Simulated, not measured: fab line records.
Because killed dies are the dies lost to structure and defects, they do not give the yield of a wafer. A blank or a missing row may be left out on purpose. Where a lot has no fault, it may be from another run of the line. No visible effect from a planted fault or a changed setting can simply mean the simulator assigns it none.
fab line records || flow gf180mcu
record {"lots": 6, "wafers": 18, "last-day": 34}
route steps=602 shown V2@391
lots that met no fault: from a run of the same line without faults
start-h: hours from the record's first day to the start of the lot's first wafer shown || wait-h: time in hours since the lot's previous step || " repeats the value in the row above || L1.1+2: one row covering several wafers at once || - value missing, or start not given || * or withheld: withheld || < > ~ a bound
route shown NAME@n: a module of which the file shows steps, and the number in the route of the first || usual: average and standard deviation across the fault-free wafers || same: alike in all rows || chamber/n: place in a boat || sites: the reading at each site || _std_site: standard deviation across them || _edge_site: inner sites' mean taken away from outer sites' mean || radius-mm: how far each site lies from the wafer's centre || mask NAME#n: copy n || behind: the most recent tool/chamber to have shaped the wafer || hold: reason for holding the lot/hours on hold/outcome of the hold || device: names the non-switching transistor (n, p or np) || end of line: at the end of the route, the tests of the same wafers || a step without rows: its recipe alone || killed: at the first sort, the dies lost to defects and structure; wafer yield is something else || map: a wafer's dies, marking killed ones x, the rest . and places with no die _
set.NAME: setting as actually run; set.NAME@STEP: the setting as run at that earlier step || model.NAME: the simulator's own value behind a step, which no gauge read
a table for each step, a row for each wafer; lots at some steps of the route
services: the hour from which a tool's chamber was out of use, counted from the record's first day as start-h (under 0 if before that day), plus the number of hours and why
## steps
# step GF_V2_COAT_09
# recipe {"resist": "KrF", "spin-rpm": "withheld", "resist-thk-nm": 1000}
# step GF_V2_SOFTBAKE_10
# recipe {"temp-c": 130.9, "time-s": 60, "resist": "KrF"}
# step GF_V2_EXPOSE_11
# recipe {"mask-id": "Via2", "target-cd-nm": 260, "na": 0.68, "source-shape": "conventional", "sigma-outer": 0.6, "dose-mj": 38}
# step GF_V2_PEB_12
# recipe {"peb-temp-c": 135, "peb-time-s": 90, "resist": "KrF"}
# step GF_V2_DEVELOP_13
# recipe {"develop-time-s": 60, "resist": "KrF", "dev-temp-c": 21}
# step GF_V2_CD_MEAS_14
# recipe {"target-cd-nm": 260}
# usual {"cd-nm": "260.3/1.4"}
{"lot.wafer": "L123.3", "tool": "cd-sem-01", "chamber": "-", "start-h": 537.26, "wait-h": 0.1, "cd-nm": 260.8}
{"lot.wafer": "L123.4", "tool": "cd-sem-01", "chamber": "-", "start-h": 537.26, "wait-h": 0.1, "cd-nm": 261.1}
{"lot.wafer": "L123.6", "tool": "cd-sem-01", "chamber": "-", "start-h": 537.26, "wait-h": 0.1, "cd-nm": 261.5}
{"lot.wafer": "L132.3", "tool": "cd-sem-01", "chamber": "-", "start-h": 605.76, "wait-h": 0.1, "cd-nm": 261.8}
{"lot.wafer": "L132.4", "tool": "cd-sem-01", "chamber": "-", "start-h": 605.76, "wait-h": 0.1, "cd-nm": 262.4}
{"lot.wafer": "L132.6", "tool": "cd-sem-01", "chamber": "-", "start-h": 605.76, "wait-h": 0.1, "cd-nm": 261.1}
{"lot.wafer": "L133.1", "tool": "cd-sem-02", "chamber": "-", "start-h": 611.70, "wait-h": 0.1, "cd-nm": 259.8}
{"lot.wafer": "L133.2", "tool": "cd-sem-02", "chamber": "-", "start-h": 611.70, "wait-h": 0.1, "cd-nm": 259.3}
{"lot.wafer": "L133.3", "tool": "cd-sem-02", "chamber": "-", "start-h": 611.70, "wait-h": 0.1, "cd-nm": 260.0}
{"lot.wafer": "L134.2", "tool": "cd-sem-02", "chamber": "-", "start-h": 620.17, "wait-h": 0.1, "cd-nm": 257.6}
{"lot.wafer": "L134.4", "tool": "cd-sem-02", "chamber": "-", "start-h": 620.17, "wait-h": 0.1, "cd-nm": 258.0}
{"lot.wafer": "L134.5", "tool": "cd-sem-02", "chamber": "-", "start-h": 620.17, "wait-h": 0.1, "cd-nm": 256.6}
{"lot.wafer": "L136.2", "tool": "cd-sem-02", "chamber": "-", "start-h": 627.92, "wait-h": 0.1, "cd-nm": 262.2}
{"lot.wafer": "L136.5", "tool": "cd-sem-02", "chamber": "-", "start-h": 627.92, "wait-h": 0.1, "cd-nm": 262.4}
{"lot.wafer": "L136.6", "tool": "cd-sem-02", "chamber": "-", "start-h": 627.92, "wait-h": 0.1, "cd-nm": 262.4}
{"lot.wafer": "L137.4", "tool": "cd-sem-01", "chamber": "-", "start-h": 637.31, "wait-h": 0.1, "cd-nm": 260.0}
{"lot.wafer": "L137.5", "tool": "cd-sem-01", "chamber": "-", "start-h": 637.31, "wait-h": 0.1, "cd-nm": 259.6}
{"lot.wafer": "L137.6", "tool": "cd-sem-01", "chamber": "-", "start-h": 637.31, "wait-h": 0.1, "cd-nm": 259.7}
# step GF_V2_OVL_MEAS_15
# usual {"V2_OVL": "-3/5.6"}
{"lot.wafer": "L123.3", "tool": "overlay-01", "chamber": "-", "start-h": 537.35, "wait-h": 0.1, "V2_OVL[nm]": -8}
{"lot.wafer": "L123.4", "tool": "overlay-01", "chamber": "-", "start-h": 537.35, "wait-h": 0.1, "V2_OVL[nm]": -7}
{"lot.wafer": "L123.6", "tool": "overlay-01", "chamber": "-", "start-h": 537.35, "wait-h": 0.1, "V2_OVL[nm]": -1}
{"lot.wafer": "L132.3", "tool": "overlay-02", "chamber": "-", "start-h": 605.85, "wait-h": 0.1, "V2_OVL[nm]": -6}
{"lot.wafer": "L132.4", "tool": "overlay-02", "chamber": "-", "start-h": 605.85, "wait-h": 0.1, "V2_OVL[nm]": -8}
{"lot.wafer": "L132.6", "tool": "overlay-02", "chamber": "-", "start-h": 605.85, "wait-h": 0.1, "V2_OVL[nm]": -3}
{"lot.wafer": "L133.1", "tool": "overlay-01", "chamber": "-", "start-h": 611.82, "wait-h": 0.1, "V2_OVL[nm]": 0}
{"lot.wafer": "L133.2", "tool": "overlay-01", "chamber": "-", "start-h": 611.82, "wait-h": 0.1, "V2_OVL[nm]": -1}
{"lot.wafer": "L133.3", "tool": "overlay-01", "chamber": "-", "start-h": 611.82, "wait-h": 0.1, "V2_OVL[nm]": 0}
{"lot.wafer": "L134.2", "tool": "overlay-01", "chamber": "-", "start-h": 620.28, "wait-h": 0.1, "V2_OVL[nm]": 0}
{"lot.wafer": "L134.4", "tool": "overlay-01", "chamber": "-", "start-h": 620.28, "wait-h": 0.1, "V2_OVL[nm]": 0}
{"lot.wafer": "L134.5", "tool": "overlay-01", "chamber": "-", "start-h": 620.28, "wait-h": 0.1, "V2_OVL[nm]": -6}
{"lot.wafer": "L136.2", "tool": "overlay-02", "chamber": "-", "start-h": 628.03, "wait-h": 0.1, "V2_OVL[nm]": 9}
{"lot.wafer": "L136.5", "tool": "overlay-02", "chamber": "-", "start-h": 628.03, "wait-h": 0.1, "V2_OVL[nm]": 9}
{"lot.wafer": "L136.6", "tool": "overlay-02", "chamber": "-", "start-h": 628.03, "wait-h": 0.1, "V2_OVL[nm]": 1}
{"lot.wafer": "L137.4", "tool": "overlay-01", "chamber": "-", "start-h": 637.39, "wait-h": 0.1, "V2_OVL[nm]": -5}
{"lot.wafer": "L137.5", "tool": "overlay-01", "chamber": "-", "start-h": 637.39, "wait-h": 0.1, "V2_OVL[nm]": -15}
{"lot.wafer": "L137.6", "tool": "overlay-01", "chamber": "-", "start-h": 637.39, "wait-h": 0.1, "V2_OVL[nm]": 5}
# step GF_V2_ETCH_16
# recipe {"chemistry": "N2/H2", "target-depth-a": "withheld", "overetch-a": "withheld", "time-s": "withheld", "target": "BARC", "ion-energy-ev": 200, "source-w": 500, "bias-w": 100, "pressure-mtorr": 30, "n2-flow-sccm": 100, "h2-flow-sccm": 200}
# usual {"drypump-motor-current-A": "5.8/0.43", "oes-product-au": "0.854/0.0045", "throttle-valve-pct": "13.226/0.0085"}
{"lot.wafer": "L123.3", "tool": "rie-diel-02", "chamber": 2, "start-h": 537.38, "wait-h": 0.0, "drypump-motor-current-A": 5.8, "oes-product-au": 0.845, "throttle-valve-pct": 13.211}
{"lot.wafer": "L123.4", "tool": "rie-diel-02", "chamber": 1, "start-h": 537.38, "wait-h": 0.0, "drypump-motor-current-A": 6.3, "oes-product-au": 0.858, "throttle-valve-pct": 13.225}
{"lot.wafer": "L123.6", "tool": "rie-diel-02", "chamber": 2, "start-h": 537.38, "wait-h": 0.0, "drypump-motor-current-A": 5.9, "oes-product-au": 0.848, "throttle-valve-pct": 13.225}
{"lot.wafer": "L132.3", "tool": "rie-diel-04", "chamber": 0, "start-h": 605.88, "wait-h": 0.0, "drypump-motor-current-A": 5.3, "oes-product-au": 0.847, "throttle-valve-pct": 13.233}
{"lot.wafer": "L132.4", "tool": "rie-diel-04", "chamber": 3, "start-h": 605.88, "wait-h": 0.0, "drypump-motor-current-A": 5.8, "oes-product-au": 0.850, "throttle-valve-pct": 13.227}
{"lot.wafer": "L132.6", "tool": "rie-diel-04", "chamber": 3, "start-h": 605.88, "wait-h": 0.0, "drypump-motor-current-A": 5.8, "oes-product-au": 0.862, "throttle-valve-pct": 13.233}
{"lot.wafer": "L133.1", "tool": "rie-diel-03", "chamber": 1, "start-h": 611.86, "wait-h": 0.0, "drypump-motor-current-A": 6.5, "oes-product-au": 0.856, "throttle-valve-pct": 13.217}
{"lot.wafer": "L133.2", "tool": "rie-diel-03", "chamber": 3, "start-h": 611.86, "wait-h": 0.0, "drypump-motor-current-A": 6.2, "oes-product-au": 0.856, "throttle-valve-pct": 13.235}
{"lot.wafer": "L133.3", "tool": "rie-diel-03", "chamber": 0, "start-h": 611.86, "wait-h": 0.0, "drypump-motor-current-A": 6.1, "oes-product-au": 0.857, "throttle-valve-pct": 13.220}
{"lot.wafer": "L134.2", "tool": "rie-diel-02", "chamber": 1, "start-h": 620.31, "wait-h": 0.0, "drypump-motor-current-A": 6.3, "oes-product-au": 0.856, "throttle-valve-pct": 13.241}
{"lot.wafer": "L134.4", "tool": "rie-diel-02", "chamber": 0, "start-h": 620.31, "wait-h": 0.0, "drypump-motor-current-A": 5.7, "oes-product-au": 0.847, "throttle-valve-pct": 13.229}
{"lot.wafer": "L134.5", "tool": "rie-diel-02", "chamber": 0, "start-h": 620.31, "wait-h": 0.0, "drypump-motor-current-A": 5.8, "oes-product-au": 0.849, "throttle-valve-pct": 13.224}
{"lot.wafer": "L136.2", "tool": "rie-diel-04", "chamber": 2, "start-h": 628.06, "wait-h": 0.0, "drypump-motor-current-A": 6.1, "oes-product-au": 0.850, "throttle-valve-pct": 13.226}
{"lot.wafer": "L136.5", "tool": "rie-diel-04", "chamber": 1, "start-h": 628.06, "wait-h": 0.0, "drypump-motor-current-A": 5.9, "oes-product-au": 0.856, "throttle-valve-pct": 13.228}
{"lot.wafer": "L136.6", "tool": "rie-diel-04", "chamber": 0, "start-h": 628.06, "wait-h": 0.0, "drypump-motor-current-A": 5.2, "oes-product-au": 0.855, "throttle-valve-pct": 13.235}
{"lot.wafer": "L137.4", "tool": "rie-diel-02", "chamber": 1, "start-h": 637.41, "wait-h": 0.0, "drypump-motor-current-A": 6.3, "oes-product-au": 0.865, "throttle-valve-pct": 13.234}
{"lot.wafer": "L137.5", "tool": "rie-diel-02", "chamber": 0, "start-h": 637.41, "wait-h": 0.0, "drypump-motor-current-A": 5.8, "oes-product-au": 0.848, "throttle-valve-pct": 13.241}
{"lot.wafer": "L137.6", "tool": "rie-diel-02", "chamber": 3, "start-h": 637.41, "wait-h": 0.0, "drypump-motor-current-A": 5.3, "oes-product-au": 0.848, "throttle-valve-pct": 13.219}
# step GF_V2_ETCH_17
# recipe {"chemistry": "C4F8/O2/Ar", "mask-material": "KrF", "target": "SiO2", "stop-on": "TiN", "source-w": 1500, "bias-w": 1200, "pressure-mtorr": 40, "c4f8-flow-sccm": "withheld", "O2_flow_sccm": 6, "Ar_flow_sccm": 300, "time-s": "withheld", "target-depth-a": 6300}
# usual {"oes-product-au": "0.855/0.0047"}
{"lot.wafer": "L123.3", "tool": "rie-diel-02", "chamber": 2, "start-h": "-", "wait-h": "-", "oes-product-au": 0.857}
{"lot.wafer": "L123.4", "tool": "rie-diel-02", "chamber": 1, "start-h": "-", "wait-h": "-", "oes-product-au": 0.860}
{"lot.wafer": "L123.6", "tool": "rie-diel-02", "chamber": 2, "start-h": "-", "wait-h": "-", "oes-product-au": 0.855}
{"lot.wafer": "L132.3", "tool": "rie-diel-04", "chamber": 0, "start-h": "-", "wait-h": "-", "oes-product-au": 0.848}
{"lot.wafer": "L132.4", "tool": "rie-diel-04", "chamber": 3, "start-h": "-", "wait-h": "-", "oes-product-au": 0.857}
{"lot.wafer": "L132.6", "tool": "rie-diel-04", "chamber": 3, "start-h": "-", "wait-h": "-", "oes-product-au": 0.852}
{"lot.wafer": "L133.1", "tool": "rie-diel-03", "chamber": 1, "start-h": "-", "wait-h": "-", "oes-product-au": 0.863}
{"lot.wafer": "L133.2", "tool": "rie-diel-03", "chamber": 3, "start-h": "-", "wait-h": "-", "oes-product-au": 0.850}
{"lot.wafer": "L133.3", "tool": "rie-diel-03", "chamber": 0, "start-h": "-", "wait-h": "-", "oes-product-au": 0.862}
{"lot.wafer": "L134.2", "tool": "rie-diel-02", "chamber": 1, "start-h": "-", "wait-h": "-", "oes-product-au": 0.861}
{"lot.wafer": "L134.4", "tool": "rie-diel-02", "chamber": 0, "start-h": "-", "wait-h": "-", "oes-product-au": 0.845}
{"lot.wafer": "L134.5", "tool": "rie-diel-02", "chamber": 0, "start-h": "-", "wait-h": "-", "oes-product-au": 0.859}
{"lot.wafer": "L136.2", "tool": "rie-diel-04", "chamber": 2, "start-h": "-", "wait-h": "-", "oes-product-au": 0.845}
{"lot.wafer": "L136.5", "tool": "rie-diel-04", "chamber": 1, "start-h": "-", "wait-h": "-", "oes-product-au": 0.863}
{"lot.wafer": "L136.6", "tool": "rie-diel-04", "chamber": 0, "start-h": "-", "wait-h": "-", "oes-product-au": 0.857}
{"lot.wafer": "L137.4", "tool": "rie-diel-02", "chamber": 1, "start-h": "-", "wait-h": "-", "oes-product-au": 0.847}
{"lot.wafer": "L137.5", "tool": "rie-diel-02", "chamber": 0, "start-h": "-", "wait-h": "-", "oes-product-au": 0.856}
{"lot.wafer": "L137.6", "tool": "rie-diel-02", "chamber": 3, "start-h": "-", "wait-h": "-", "oes-product-au": 0.858}
# step GF_V2_STRIP_18
# recipe {"chemistry": "O2/N2", "power-w": 1400, "pressure-mtorr": 1500, "platen-temp-c": 250, "o2-flow-sccm": 3000, "n2-flow-sccm": 300, "overash-fraction": 0.5}
# usual {"drypump-motor-current-A": "5.9/0.53", "heater-power-w": "326/13", "oes-product-au": "0.592/0.0046"}
{"lot.wafer": "L123.3", "tool": "plasma-asher-03", "chamber": 0, "start-h": 537.54, "wait-h": "-", "drypump-motor-current-A": 6.2, "heater-power-w": 331, "oes-product-au": 0.600, "rf-hours-counter-h": "-"}
{"lot.wafer": "L123.4", "tool": "plasma-asher-03", "chamber": 1, "start-h": 537.54, "wait-h": "-", "drypump-motor-current-A": 5.2, "heater-power-w": 315, "oes-product-au": 0.590, "rf-hours-counter-h": "-"}
{"lot.wafer": "L123.6", "tool": "plasma-asher-03", "chamber": 0, "start-h": 537.54, "wait-h": "-", "drypump-motor-current-A": 6.2, "heater-power-w": 323, "oes-product-au": 0.596, "rf-hours-counter-h": "-"}
{"lot.wafer": "L132.3", "tool": "plasma-asher-03", "chamber": 0, "start-h": 606.04, "wait-h": "-", "drypump-motor-current-A": 6.2, "heater-power-w": 331, "oes-product-au": 0.591, "rf-hours-counter-h": "-"}
{"lot.wafer": "L132.4", "tool": "plasma-asher-03", "chamber": 1, "start-h": 606.04, "wait-h": "-", "drypump-motor-current-A": 5.2, "heater-power-w": 309, "oes-product-au": 0.597, "rf-hours-counter-h": "-"}
{"lot.wafer": "L132.6", "tool": "plasma-asher-03", "chamber": 1, "start-h": 606.04, "wait-h": "-", "drypump-motor-current-A": 5.2, "heater-power-w": 314, "oes-product-au": 0.601, "rf-hours-counter-h": "-"}
{"lot.wafer": "L133.1", "tool": "plasma-asher-01", "chamber": 1, "start-h": 611.99, "wait-h": "-", "drypump-motor-current-A": 5.9, "heater-power-w": 318, "oes-product-au": 0.582, "rf-hours-counter-h": 18}
{"lot.wafer": "L133.2", "tool": "plasma-asher-01", "chamber": 0, "start-h": 611.99, "wait-h": "-", "drypump-motor-current-A": 5.2, "heater-power-w": 330, "oes-product-au": 0.598, "rf-hours-counter-h": 18}
{"lot.wafer": "L133.3", "tool": "plasma-asher-01", "chamber": 1, "start-h": 611.99, "wait-h": "-", "drypump-motor-current-A": 5.9, "heater-power-w": 329, "oes-product-au": 0.590, "rf-hours-counter-h": "-"}
{"lot.wafer": "L134.2", "tool": "plasma-asher-01", "chamber": 0, "start-h": 620.44, "wait-h": "-", "drypump-motor-current-A": 5.2, "heater-power-w": 332, "oes-product-au": 0.597, "rf-hours-counter-h": 19}
{"lot.wafer": "L134.4", "tool": "plasma-asher-01", "chamber": 0, "start-h": 620.44, "wait-h": "-", "drypump-motor-current-A": 5.3, "heater-power-w": 329, "oes-product-au": 0.594, "rf-hours-counter-h": "-"}
{"lot.wafer": "L134.5", "tool": "plasma-asher-01", "chamber": 0, "start-h": 620.44, "wait-h": "-", "drypump-motor-current-A": 5.2, "heater-power-w": 322, "oes-product-au": 0.597, "rf-hours-counter-h": "-"}
{"lot.wafer": "L136.2", "tool": "plasma-asher-03", "chamber": 1, "start-h": 628.19, "wait-h": "-", "drypump-motor-current-A": 5.2, "heater-power-w": 322, "oes-product-au": 0.591, "rf-hours-counter-h": 88}
{"lot.wafer": "L136.5", "tool": "plasma-asher-03", "chamber": 1, "start-h": 628.19, "wait-h": "-", "drypump-motor-current-A": 5.2, "heater-power-w": 309, "oes-product-au": 0.591, "rf-hours-counter-h": "-"}
{"lot.wafer": "L136.6", "tool": "plasma-asher-03", "chamber": 0, "start-h": 628.19, "wait-h": "-", "drypump-motor-current-A": 6.2, "heater-power-w": 322, "oes-product-au": 0.587, "rf-hours-counter-h": "-"}
{"lot.wafer": "L137.4", "tool": "plasma-asher-03", "chamber": 0, "start-h": 637.57, "wait-h": "-", "drypump-motor-current-A": 6.2, "heater-power-w": 329, "oes-product-au": 0.592, "rf-hours-counter-h": "-"}
{"lot.wafer": "L137.5", "tool": "plasma-asher-03", "chamber": 1, "start-h": 637.57, "wait-h": "-", "drypump-motor-current-A": 5.2, "heater-power-w": 313, "oes-product-au": 0.590, "rf-hours-counter-h": "-"}
{"lot.wafer": "L137.6", "tool": "plasma-asher-03", "chamber": 0, "start-h": 637.57, "wait-h": "-", "drypump-motor-current-A": 6.2, "heater-power-w": 330, "oes-product-au": 0.587, "rf-hours-counter-h": "-"}
# step GF_V2_STRIP_19
# recipe {"chemistry": "post-etch-residue-remover", "time-s": 1200, "temp-c": 72.5}
# step GF_V2_CLEAN_20
# recipe {"chemistry": "DIW", "dry": "n2-spin"}
# step GF_V2_SPUTTER_21
# recipe {"material": "Ti", "target-thk-nm": 15, "chamber-pressure-pa": 5, "power-w": 2500, "substrate-temp-c": 200, "time-s": 80.02}
# usual {"cathode-dc-power-W": "2500.0/0.49", "chamber-pressure-pa": "5.000/0.0096", "throttle-valve-pct": "29.5/1.1", "time-s": "80.02/0"}
{"lot.wafer": "L123.3", "tool": "pvd-sputter-03", "chamber": "-", "start-h": 538.04, "wait-h": 0.0, "cathode-dc-power-W": 2500.1, "chamber-pressure-pa": 4.992, "throttle-valve-pct": 29.6, "time-s": 80.02}
{"lot.wafer": "L123.4", "tool": "pvd-sputter-03", "chamber": "-", "start-h": 538.04, "wait-h": 0.0, "cathode-dc-power-W": 2501.1, "chamber-pressure-pa": 4.985, "throttle-valve-pct": 27.7, "time-s": 80.02}
{"lot.wafer": "L123.6", "tool": "pvd-sputter-03", "chamber": "-", "start-h": 538.04, "wait-h": 0.0, "cathode-dc-power-W": 2500.3, "chamber-pressure-pa": 5.014, "throttle-valve-pct": 29.8, "time-s": 80.02}
{"lot.wafer": "L132.3", "tool": "pvd-sputter-02", "chamber": "-", "start-h": 606.65, "wait-h": 0.0, "cathode-dc-power-W": "-", "chamber-pressure-pa": "-", "throttle-valve-pct": "-", "time-s": "-"}
{"lot.wafer": "L132.4", "tool": "pvd-sputter-02", "chamber": "-", "start-h": 606.65, "wait-h": 0.0, "cathode-dc-power-W": "-", "chamber-pressure-pa": "-", "throttle-valve-pct": "-", "time-s": "-"}
{"lot.wafer": "L132.6", "tool": "pvd-sputter-02", "chamber": "-", "start-h": 606.65, "wait-h": 0.0, "cathode-dc-power-W": "-", "chamber-pressure-pa": "-", "throttle-valve-pct": "-", "time-s": "-"}
{"lot.wafer": "L133.1", "tool": "pvd-sputter-03", "chamber": "-", "start-h": 612.53, "wait-h": 0.0, "cathode-dc-power-W": "-", "chamber-pressure-pa": "-", "throttle-valve-pct": "-", "time-s": "-"}
{"lot.wafer": "L133.2", "tool": "pvd-sputter-03", "chamber": "-", "start-h": 612.53, "wait-h": 0.0, "cathode-dc-power-W": "-", "chamber-pressure-pa": "-", "throttle-valve-pct": "-", "time-s": "-"}
{"lot.wafer": "L133.3", "tool": "pvd-sputter-03", "chamber": "-", "start-h": 612.53, "wait-h": 0.0, "cathode-dc-power-W": "-", "chamber-pressure-pa": "-", "throttle-valve-pct": "-", "time-s": "-"}
{"lot.wafer": "L134.2", "tool": "pvd-sputter-03", "chamber": "-", "start-h": 620.98, "wait-h": 0.0, "cathode-dc-power-W": 2500.1, "chamber-pressure-pa": 5.007, "throttle-valve-pct": 31.3, "time-s": 80.02}
{"lot.wafer": "L134.4", "tool": "pvd-sputter-03", "chamber": "-", "start-h": 620.98, "wait-h": 0.0, "cathode-dc-power-W": 2499.8, "chamber-pressure-pa": 4.976, "throttle-valve-pct": 28.7, "time-s": 80.02}
{"lot.wafer": "L134.5", "tool": "pvd-sputter-03", "chamber": "-", "start-h": 620.98, "wait-h": 0.0, "cathode-dc-power-W": 2500.0, "chamber-pressure-pa": 4.983, "throttle-valve-pct": 27.8, "time-s": 80.02}
{"lot.wafer": "L136.2", "tool": "pvd-sputter-02", "chamber": "-", "start-h": 628.72, "wait-h": 0.0, "cathode-dc-power-W": 2499.8, "chamber-pressure-pa": 5.005, "throttle-valve-pct": 30.1, "time-s": 80.02}
{"lot.wafer": "L136.5", "tool": "pvd-sputter-02", "chamber": "-", "start-h": 628.72, "wait-h": 0.0, "cathode-dc-power-W": 2501.2, "chamber-pressure-pa": 5.019, "throttle-valve-pct": 30.0, "time-s": 80.02}
{"lot.wafer": "L136.6", "tool": "pvd-sputter-02", "chamber": "-", "start-h": 628.72, "wait-h": 0.0, "cathode-dc-power-W": 2500.7, "chamber-pressure-pa": 4.993, "throttle-valve-pct": 29.6, "time-s": 80.02}
{"lot.wafer": "L137.4", "tool": "pvd-sputter-02", "chamber": "-", "start-h": 638.07, "wait-h": 0.0, "cathode-dc-power-W": 2500.2, "chamber-pressure-pa": 4.994, "throttle-valve-pct": 30.4, "time-s": 80.02}
{"lot.wafer": "L137.5", "tool": "pvd-sputter-02", "chamber": "-", "start-h": 638.07, "wait-h": 0.0, "cathode-dc-power-W": 2500.2, "chamber-pressure-pa": 5.004, "throttle-valve-pct": 30.1, "time-s": 80.02}
{"lot.wafer": "L137.6", "tool": "pvd-sputter-02", "chamber": "-", "start-h": 638.07, "wait-h": 0.0, "cathode-dc-power-W": 2499.7, "chamber-pressure-pa": 5.007, "throttle-valve-pct": 30.1, "time-s": 80.02}
# step GF_V2_SPUTTER_22
# recipe {"material": "TiN", "target-thk-nm": 10, "chamber-pressure-pa": 5, "power-w": 4000, "time-s": 40}
# usual {"cathode-dc-power-W": "3999.9/0.73", "chamber-pressure-pa": "5.000/0.011", "throttle-valve-pct": "29.5/1.1"}
# same {"time-s": 40}
{"lot.wafer": "L123.3", "tool": "pvd-sputter-03", "chamber": "-", "start-h": 538.10, "wait-h": 0.0, "cathode-dc-power-W": 4000.1, "chamber-pressure-pa": 4.983, "throttle-valve-pct": 30.2}
{"lot.wafer": "L123.4", "tool": "pvd-sputter-03", "chamber": "-", "start-h": 538.10, "wait-h": 0.0, "cathode-dc-power-W": 3999.8, "chamber-pressure-pa": 4.993, "throttle-valve-pct": 27.5}
{"lot.wafer": "L123.6", "tool": "pvd-sputter-03", "chamber": "-", "start-h": 538.10, "wait-h": 0.0, "cathode-dc-power-W": 3999.9, "chamber-pressure-pa": 4.990, "throttle-valve-pct": 29.9}
{"lot.wafer": "L132.3", "tool": "pvd-sputter-02", "chamber": "-", "start-h": 606.71, "wait-h": 0.0, "cathode-dc-power-W": 3999.8, "chamber-pressure-pa": 4.990, "throttle-valve-pct": 29.9}
{"lot.wafer": "L132.4", "tool": "pvd-sputter-02", "chamber": "-", "start-h": 606.71, "wait-h": 0.0, "cathode-dc-power-W": 3999.3, "chamber-pressure-pa": 5.003, "throttle-valve-pct": 30.4}
{"lot.wafer": "L132.6", "tool": "pvd-sputter-02", "chamber": "-", "start-h": 606.71, "wait-h": 0.0, "cathode-dc-power-W": 4001.1, "chamber-pressure-pa": 4.992, "throttle-valve-pct": 30.4}
{"lot.wafer": "L133.1", "tool": "pvd-sputter-03", "chamber": "-", "start-h": 612.59, "wait-h": 0.0, "cathode-dc-power-W": 3999.6, "chamber-pressure-pa": 5.002, "throttle-valve-pct": 27.8}
{"lot.wafer": "L133.2", "tool": "pvd-sputter-03", "chamber": "-", "start-h": 612.59, "wait-h": 0.0, "cathode-dc-power-W": 3999.2, "chamber-pressure-pa": 5.007, "throttle-valve-pct": 29.5}
{"lot.wafer": "L133.3", "tool": "pvd-sputter-03", "chamber": "-", "start-h": 612.59, "wait-h": 0.0, "cathode-dc-power-W": 3999.8, "chamber-pressure-pa": 4.993, "throttle-valve-pct": 31.6}
{"lot.wafer": "L134.2", "tool": "pvd-sputter-03", "chamber": "-", "start-h": 621.04, "wait-h": 0.0, "cathode-dc-power-W": 4000.9, "chamber-pressure-pa": 4.996, "throttle-valve-pct": 31.7}
{"lot.wafer": "L134.4", "tool": "pvd-sputter-03", "chamber": "-", "start-h": 621.04, "wait-h": 0.0, "cathode-dc-power-W": 4000.2, "chamber-pressure-pa": 4.989, "throttle-valve-pct": 28.4}
{"lot.wafer": "L134.5", "tool": "pvd-sputter-03", "chamber": "-", "start-h": 621.04, "wait-h": 0.0, "cathode-dc-power-W": 4000.7, "chamber-pressure-pa": 5.001, "throttle-valve-pct": 27.3}
{"lot.wafer": "L136.2", "tool": "pvd-sputter-02", "chamber": "-", "start-h": 628.78, "wait-h": 0.0, "cathode-dc-power-W": 4000.4, "chamber-pressure-pa": 4.999, "throttle-valve-pct": 29.7}
{"lot.wafer": "L136.5", "tool": "pvd-sputter-02", "chamber": "-", "start-h": 628.78, "wait-h": 0.0, "cathode-dc-power-W": 4000.0, "chamber-pressure-pa": 4.995, "throttle-valve-pct": 30.0}
{"lot.wafer": "L136.6", "tool": "pvd-sputter-02", "chamber": "-", "start-h": 628.78, "wait-h": 0.0, "cathode-dc-power-W": 3999.4, "chamber-pressure-pa": 5.015, "throttle-valve-pct": 29.5}
{"lot.wafer": "L137.4", "tool": "pvd-sputter-02", "chamber": "-", "start-h": 638.13, "wait-h": 0.0, "cathode-dc-power-W": 4000.7, "chamber-pressure-pa": 5.001, "throttle-valve-pct": 30.2}
{"lot.wafer": "L137.5", "tool": "pvd-sputter-02", "chamber": "-", "start-h": 638.13, "wait-h": 0.0, "cathode-dc-power-W": 4000.8, "chamber-pressure-pa": 5.003, "throttle-valve-pct": 30.1}
{"lot.wafer": "L137.6", "tool": "pvd-sputter-02", "chamber": "-", "start-h": 638.13, "wait-h": 0.0, "cathode-dc-power-W": 3999.6, "chamber-pressure-pa": 4.983, "throttle-valve-pct": 30.1}
## services
{"tool": "rie-diel-02", "chamber": 3, "start-h": 519.65, "hours": 2.0, "kind": "repair"}
{"tool": "plasma-asher-01", "chamber": "-", "start-h": 568.80, "hours": 6.6, "kind": "repair"}
{"tool": "rie-diel-03", "chamber": "-", "start-h": 571.36, "hours": 2.8, "kind": "pm"}
{"tool": "plasma-asher-03", "chamber": "-", "start-h": 592.21, "hours": 4.8, "kind": "repair"}
{"tool": "pvd-sputter-03", "chamber": "-", "start-h": 602.32, "hours": 6.1, "kind": "repair"}
{"tool": "rie-diel-03", "chamber": 1, "start-h": 623.72, "hours": 5.0, "kind": "repair"}
{"tool": "rie-diel-02", "chamber": 0, "start-h": 627.60, "hours": 7.5, "kind": "repair"}
{"tool": "plasma-asher-01", "chamber": "-", "start-h": 627.73, "hours": 2.0, "kind": "repair"}
{"tool": "pvd-sputter-02", "chamber": "-", "start-h": 632.31, "hours": 5.7, "kind": "repair"}
## key
first-sign {"step": "GF_V2_SPUTTER_21", "reading": "tool-record", "direction": "missing"}
effect none on later readings
met-at GF_V2_SPUTTER_21
struck-wafers L132.3,L132.4,L132.6,L133.1,L133.2,L133.3
later-rows-left-out L132.3,L132.4,L132.6,L133.1,L133.2,L133.3
sort-left-out L132.3,L132.4,L132.6,L133.1,L133.2,L133.3
onset-between 538.04 606.65
fault {"kind": "skipped-step-whole", "tool": "pvd-sputter-02,pvd-sputter-03", "chamber": "-", "onset-h": 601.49, "steps": "GF_V2_SPUTTER_21", "scope": "struck-lots-only"}
# sort-left-out: the simulated sort isn't trusted on such a fault, so these wafers' sort isn't shown, and their yield isn't known
# later-rows-left-out: the simulator's readings of these wafers behind a module that went badly wrong aren't trusted and aren't shown, but for the sort
